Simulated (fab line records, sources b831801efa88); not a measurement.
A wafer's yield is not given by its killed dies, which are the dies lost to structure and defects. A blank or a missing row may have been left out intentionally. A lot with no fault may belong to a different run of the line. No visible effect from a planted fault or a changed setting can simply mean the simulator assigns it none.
Matching of chambers -- flow sky130 -- SKY_CAPM_CVD_00 on pecvd-02: 3 sister chambers
The step deposits SiO2, target thk 15.5 nm. 3 wafers are shown with their chamber, then 7 later ones without.

WAFERS PAIRED WITH THEIR CHAMBERS
wafer,chamber,heater power w (W)
L085.4,2,712
L086.1,0,667
L086.3,1,757

WAFERS WITH NO CHAMBER GIVEN
wafer,heater power w (W)
L086.4,693
L090.1,581
L090.3,773
L090.4,767
L092.4,841
L092.5,807
L092.6,587

WHICH CHAMBER EACH WENT THROUGH
wafer,from the rows above,in truth
L086.4,can't be placed: 2 or 0 or 1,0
L090.1,can't be placed: 0 or 2 or 1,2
L090.3,can't be placed: 1 or 2 or 0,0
L090.4,can't be placed: 1 or 2 or 0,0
L092.4,can't be placed: 1 or 2 or 0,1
L092.5,can't be placed: 1 or 2 or 0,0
L092.6,can't be placed: 0 or 2 or 1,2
Correct placement for 0 of the 7. Not placeable from these rows: 7 (in 7, the candidates include the true chamber). Wrongly placed: 0.
How it was worked out, from the rows above alone: a wafer's distance from a chamber is the root of the sum, over the readings, of the square of ((its reading less the chamber's mean) divided by the reading's scatter). If the next closest chamber is less than 2 further off than the closest, the wafer can't be placed; otherwise it belongs to the closest. Each chamber's mean is taken over the wafers shown for it. The scatter (one wafer shown for each chamber): square how far every hidden wafer sits from the nearest shown wafer, average those squares and take the square root.
